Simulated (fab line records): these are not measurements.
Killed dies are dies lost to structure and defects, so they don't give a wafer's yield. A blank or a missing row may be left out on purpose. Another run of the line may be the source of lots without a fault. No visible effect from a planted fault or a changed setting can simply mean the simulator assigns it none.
Code-filled problem report in 8D (eight disciplines) form	flow gf180mcu	the parts of the form that need people (team, actions taken, sign-off) are left out

== 1. THE PROBLEM ==
STI_CVD_03_THK at GF_STI_THK_MEAS_04 reads a mean of 224.4 nm on 6 wafers of 2 lots; wafers without a fault read 206.8 nm with a standard deviation of 2.1. Relative to the usual mean, that is a shift of +8.4 standard deviations.
The first sign was on wafer L715.1 at day 5 22:34, on film metro-02. The record holds 36 wafers of 12 lots with a number at this step. Rule for "out", or "out of limits": more than 4 standard deviations from the usual mean. The other wafers with a number count as sound.

== 2. WHAT IT IS; WHAT IT IS NOT ==
question	is	is not
which readings at this step	STI_CVD_03_THK	-
which lots	L715, L716	L695, L697, L699, L700, L702, L704, L705, L706, L707, L717
which wafers of those lots	all that have a number	-
read on which gauges	film metro-02	film metro-01, film metro-04
when	from day 5 22:34	up to then (27 sound wafers); but 3 sound wafers of L717 came after

== 3. SUSPECTS, AND WHAT RULES EACH OUT ==
Counting: a tool at a process step up to the reading stays a suspect if it ran every lot that is out and no sound lot after the first of them.
- the gauge at GF_STI_THK_MEAS_04: ruled out. All the wafers that are out were read on film metro-02, but those of them that GF_STI_ETCH_13 has rows for are out there too, on other tools.
- lpcvd-01 at GF_STI_CVD_03 (deposits Si3N4 from DCS/NH3, target thk 207.16 nm, time 3551 s): kept. It processed each lot that is out, first L715 at day 5 20:34, and no sound lot thereafter; up to then, the last sound lot it processed was L707 at day 4 08:45.
After counting, what remains is lpcvd-01 at GF_STI_CVD_03.

== 4. THE CAUSE (what the simulator had put in) ==
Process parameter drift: lpcvd-01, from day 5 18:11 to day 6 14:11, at GF_STI_CVD_03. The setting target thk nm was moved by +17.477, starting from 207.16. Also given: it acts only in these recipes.
The count eliminated every tool but this one.

== 5. THE EFFECT CHAIN, in route order ==
One row per reading whose mean, taken over the struck wafers that have a number, lies over 3 standard deviations from the usual. Readings are gone through only where the record gives a usual standard deviation; hours: the median, over the lots, of the time from a lot's start at the first step in this table giving one to that lot's start at this step; sigmas: the change measured in usual standard deviations.
hours	step	reading	usual	on struck wafers	change	sigmas
0	GF_STI_THK_MEAS_04	STI_CVD_03_THK	206.8 nm	224.4	+17.6	+8.4
15	GF_STI_ETCH_13	oes product au	0.832 a.u.	0.873	+0.041	+6.3
The process steps in it:
- GF_STI_ETCH_13: etches the open film in CHF3/O2, stops on Si, target depth 282.31 nm, time 112.9 s.
At these later measuring or inspecting steps, every struck wafer for which the step has a row has a number for every such reading, and none has moved that far: GF_HV_LDD_CD_MEAS_19, GF_CONTACT_OVL_MEAS_15.

== 6. WHAT WOULD HAVE CAUGHT IT SOONER ==
In this record the first reading out of limits at a measuring or inspecting step was taken at day 5 22:34, 4 hours after the fault began at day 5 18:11.
No tool reading at GF_STI_CVD_03 that has a usual standard deviation in the record was out on any struck wafer, so an alarm limit of 4 standard deviations on those readings would not have fired.
L716, from the lots that are out (2), started GF_STI_CVD_03 on lpcvd-01 later than day 5 22:34. Putting the tool on hold at that point would have spared it.
